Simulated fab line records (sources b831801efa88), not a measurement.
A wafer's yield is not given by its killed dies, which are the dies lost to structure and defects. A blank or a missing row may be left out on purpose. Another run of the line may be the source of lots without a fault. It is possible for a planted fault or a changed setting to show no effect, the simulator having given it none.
Which tool is to blame? | flow sky130 | 33 wafers from 11 lots sampled at 6 of the route's 708 steps

WHAT THE GAUGES SHOWED, per wafer
The record holds no reading of a measuring or inspecting step that can be judged against a usual standard deviation.

WHAT TOOL EACH LOT RAN ON (gives the tool, then ch and the chambers of the sampled wafers, and finally the start)
lot  | SKY_METAL3_SPUTTER_02        | SKY_METAL3_SPUTTER_03        | SKY_METAL3_SPUTTER_04        | SKY_METAL3_DESCUM_15              | SKY_METAL3_METAL_ETCH_18          | SKY_PAD_OPEN_PROBE_99
L553 | pvd sputter-01, day 36 10:21 | pvd sputter-01, day 36 10:23 | pvd sputter-01, day 36 10:25 | rie metal-02 ch 0,1, day 38 14:39 | rie metal-04 ch 0,1, day 38 14:48 | prober-02, day 45 20:21
L554 | pvd sputter-01, day 36 11:55 | pvd sputter-01, day 36 11:57 | pvd sputter-01, day 36 11:58 | rie metal-02 ch 0,1, day 38 16:35 | rie metal-04 ch 0,1, day 38 16:44 | -
L555 | pvd sputter-01, day 37 06:53 | pvd sputter-01, day 37 06:55 | pvd sputter-01, day 37 06:56 | rie metal-03 ch 0,1, day 39 10:55 | rie metal-02 ch 0,1, day 39 11:07 | prober-02, day 46 11:46
L556 | pvd sputter-02, day 37 09:36 | pvd sputter-02, day 37 09:38 | pvd sputter-02, day 37 09:40 | rie metal-03 ch 0,1, day 39 12:35 | rie metal-02 ch 0, day 39 12:44   | -
L557 | pvd sputter-01, day 38 06:37 | pvd sputter-01, day 38 06:40 | pvd sputter-01, day 38 06:41 | rie metal-02 ch 0,1, day 40 08:47 | rie metal-04 ch 0,1, day 40 08:56 | prober-02, day 47 04:55
L558 | pvd sputter-03, day 38 08:28 | pvd sputter-03, day 38 08:30 | pvd sputter-03, day 38 08:31 | rie metal-03 ch 0, day 40 10:02   | rie metal-02 ch 0,1, day 40 10:11 | prober-01, day 47 06:30
L561 | pvd sputter-03, day 39 16:13 | pvd sputter-03, day 39 16:15 | pvd sputter-03, day 39 16:16 | rie metal-02 ch 0,1, day 41 17:47 | rie metal-03 ch 0,1, day 41 17:56 | prober-01, day 48 11:16
L563 | pvd sputter-02, day 39 21:51 | pvd sputter-02, day 39 21:53 | pvd sputter-02, day 39 21:55 | rie metal-04 ch 0,1, day 41 22:56 | rie metal-03 ch 0,1, day 41 23:05 | prober-02, day 48 15:04
L564 | pvd sputter-01, day 40 04:09 | pvd sputter-01, day 40 04:11 | pvd sputter-01, day 40 04:13 | rie metal-02 ch 0,1, day 42 04:20 | rie metal-03 ch 0,1, day 42 04:29 | prober-01, day 48 17:38
L565 | pvd sputter-01, day 40 06:42 | pvd sputter-01, day 40 06:44 | pvd sputter-01, day 40 06:46 | rie metal-04 ch 0,1, day 42 07:02 | rie metal-02 ch 0,1, day 42 07:11 | prober-02, day 48 21:05
L573 | pvd sputter-01, day 42 09:16 | pvd sputter-01, day 42 09:19 | pvd sputter-01, day 42 09:20 | rie metal-03 ch 0,1, day 44 07:32 | rie metal-02 ch 1, day 44 07:41   | -
- SKY_METAL3_SPUTTER_02: material AlCu, target thk 735 nm, time 39.1 s.
- SKY_METAL3_SPUTTER_03: material Ti, target thk 5 nm, time 3.3 s.
- SKY_METAL3_SPUTTER_04: material TiN, target thk 70 nm, time 58.3 s.
- SKY_METAL3_DESCUM_15: chemistry O2, time 8 s.
- SKY_METAL3_METAL_ETCH_18: etches the open film in Cl2/BCl3, stops on SiO2, target depth 845 nm, time 183.1 s.
- SKY_PAD_OPEN_PROBE_99

WHAT THE TOOLS THEMSELVES READ (means of the sampled wafers that have a number; where no wafer has one, the mark that the record gives instead)
SKY_METAL3_SPUTTER_02. Usual: throttle valve pct 30.1 %, standard deviation 1.5.
lot  | tool           | throttle valve pct (%) | flag
L553 | pvd sputter-01 | 28.6                   |
L554 | pvd sputter-01 | 28.3                   |
L555 | pvd sputter-01 | 30.3                   |
L556 | pvd sputter-02 | 30.3                   |
L557 | pvd sputter-01 | 29.7                   |
L558 | pvd sputter-03 | 29.3                   |
L561 | pvd sputter-03 | 30.2                   |
L563 | pvd sputter-02 | 30.5                   |
L564 | pvd sputter-01 | 31.1                   |
L565 | pvd sputter-01 | 28.3                   |
L573 | pvd sputter-01 | 28.6                   |

SKY_METAL3_SPUTTER_03. Usual: throttle valve pct 30.1 %, standard deviation 1.5.
lot  | tool           | throttle valve pct (%) | flag
L553 | pvd sputter-01 | 28.6                   |
L554 | pvd sputter-01 | 28.4                   |
L555 | pvd sputter-01 | 30.2                   |
L556 | pvd sputter-02 | 30.5                   |
L557 | pvd sputter-01 | 29.8                   |
L558 | pvd sputter-03 | 29.3                   |
L561 | pvd sputter-03 | 30.2                   |
L563 | pvd sputter-02 | 30.3                   |
L564 | pvd sputter-01 | 31.2                   |
L565 | pvd sputter-01 | 28.3                   |
L573 | pvd sputter-01 | 28.5                   |

SKY_METAL3_SPUTTER_04. Usual: throttle valve pct 30.1 %, standard deviation 1.4.
lot  | tool           | throttle valve pct (%) | flag
L553 | pvd sputter-01 | 28.5                   |
L554 | pvd sputter-01 | 28.2                   |
L555 | pvd sputter-01 | 30.4                   |
L556 | pvd sputter-02 | 30.4                   |
L557 | pvd sputter-01 | 29.8                   |
L558 | pvd sputter-03 | 29.2                   |
L561 | pvd sputter-03 | 30.0                   |
L563 | pvd sputter-02 | 30.5                   |
L564 | pvd sputter-01 | 31.4                   |
L565 | pvd sputter-01 | 28.2                   |
L573 | pvd sputter-01 | 28.4                   |

SKY_METAL3_DESCUM_15. Usual: drypump motor current A 5.7 A, standard deviation 0.58; oes product au 1.003 a.u., standard deviation 0.019.
lot  | tool         | drypump motor current A (A) | oes product au (a.u.) | flag
L553 | rie metal-02 | 6.1                         | 1.008                 |
L554 | rie metal-02 | 6.1                         | 1.008                 |
L555 | rie metal-03 | 5.7                         | 1.020                 |
L556 | rie metal-03 | 5.9                         | 1.005                 |
L557 | rie metal-02 | 6.1                         | 1.005                 |
L558 | rie metal-03 | 5.6                         | 1.038                 |
L561 | rie metal-02 | 5.7                         | 0.992                 |
L563 | rie metal-04 | 5.5                         | 1.011                 |
L564 | rie metal-02 | 5.7                         | 0.983                 |
L565 | rie metal-04 | 5.5                         | 1.004                 |
L573 | rie metal-03 | 5.8                         | 1.005                 |

SKY_METAL3_METAL_ETCH_18. Usual: drypump motor current A 5.7 A, standard deviation 0.59; oes product au 0.865 a.u., standard deviation 0.0072; throttle valve pct 22.265 %, standard deviation 0.009.
lot  | tool         | drypump motor current A (A) | oes product au (a.u.) | throttle valve pct (%) | flag
L553 | rie metal-04 | 5.5                         | 0.871                 | 22.271                 |
L554 | rie metal-04 | 5.5                         | 0.861                 | 22.266                 |
L555 | rie metal-02 | 5.7                         | 0.878                 | 22.266                 |
L556 | rie metal-02 | 6.6                         | 0.867                 | 22.277                 |
L557 | rie metal-04 | 5.5                         | 0.867                 | 22.264                 |
L558 | rie metal-02 | 6.1                         | 0.862                 | 22.252                 |
L561 | rie metal-03 | 5.7                         | 0.859                 | 22.268                 |
L563 | rie metal-03 | 5.7                         | 0.863                 | 22.268                 |
L564 | rie metal-03 | 5.7                         | 0.865                 | 22.264                 |
L565 | rie metal-02 | 6.1                         | 0.874                 | 22.258                 |
L573 | rie metal-02 | 5.3                         | 0.859                 | 22.265                 |

SKY_PAD_OPEN_PROBE_99. Usual: defect limited yield 82.5 %, standard deviation 1.8; killed_at_M0_to_M3 44, standard deviation 6.6; killed_at_M4_up 2.9, standard deviation 1.8; killed at contacts 24, standard deviation 4.8; killed at front end 15, standard deviation 4.5; killed at other 0.3, standard deviation 0.64; killed dies 86, standard deviation 8.7; killed open 47, standard deviation 6.5; killed short 39, standard deviation 5.8; sort_bin_3_pad_short 0.9 %, standard deviation 0.4; sort_bin_5_function 10.3 %, standard deviation 1.4; sort_bin_6_memory 6.2 %, standard deviation 1.1; sort n pass 406, standard deviation 8.7; sort yield pct 82.5 %, standard deviation 1.8.
lot  | tool      | defect limited yield (%) | killed_at_M0_to_M3 | killed_at_M4_up | killed at contacts | killed at front end | killed at other | killed dies | killed open | killed short | sort_bin_3_pad_short (%) | sort_bin_5_function (%) | sort_bin_6_memory (%) | sort n pass | sort yield pct (%) | flag
L553 | prober-02 | 82.2                     | 40                 | 4.7             | 24                 | 18                  | 1.0             | 88          | 49          | 38           | 0.7                      | 11.7                    | 5.5                   | 404         | 82.2               |
L555 | prober-02 | 83.2                     | 42                 | 2.3             | 25                 | 13                  | 0.0             | 83          | 46          | 37           | 1.1                      | 10.1                    | 5.6                   | 409         | 83.2               |
L557 | prober-02 | 84.4                     | 37                 | 2.3             | 22                 | 15                  | 0.0             | 77          | 47          | 30           | 0.7                      | 8.5                     | 6.4                   | 415         | 84.4               |
L558 | prober-01 | 81.5                     | 48                 | 3.7             | 23                 | 16                  | 1.0             | 91          | 46          | 43           | 0.9                      | 11.8                    | 5.8                   | 401         | 81.5               |
L561 | prober-01 | 83.7                     | 39                 | 2.3             | 22                 | 16                  | 0.0             | 80          | 44          | 36           | 0.7                      | 10.1                    | 5.5                   | 412         | 83.7               |
L563 | prober-02 | 81.2                     | 49                 | 3.0             | 22                 | 18                  | 0.3             | 93          | 51          | 41           | 0.9                      | 11.1                    | 6.8                   | 399         | 81.2               |
L564 | prober-01 | 82.3                     | 47                 | 3.7             | 24                 | 12                  | 0.3             | 87          | 44          | 43           | 1.0                      | 9.4                     | 7.3                   | 405         | 82.3               |
L565 | prober-02 | 83.5                     | 38                 | 4.0             | 27                 | 12                  | 0.0             | 81          | 45          | 36           | 0.9                      | 9.9                     | 5.6                   | 411         | 83.5               |

THE ANSWER, worked out from the rows above alone
Rule: take the mean of a lot's wafers that have a number; if it is more than 3 standard deviations from the usual mean, the lot is off. Also off: a lot with no number at a reading for which 4 or more lots have one. Any other lot the step has rows for is counted as sound. First the gauges in route order, then the tools' own readings, where a lot's mean is used as printed above. At the first step where some lot is off, the reading lying furthest off is the one used; lots without a number count as furthest.
None of the lots is off at any reading shown; this tells nothing.

WHAT THE SIMULATOR HAD PUT IN
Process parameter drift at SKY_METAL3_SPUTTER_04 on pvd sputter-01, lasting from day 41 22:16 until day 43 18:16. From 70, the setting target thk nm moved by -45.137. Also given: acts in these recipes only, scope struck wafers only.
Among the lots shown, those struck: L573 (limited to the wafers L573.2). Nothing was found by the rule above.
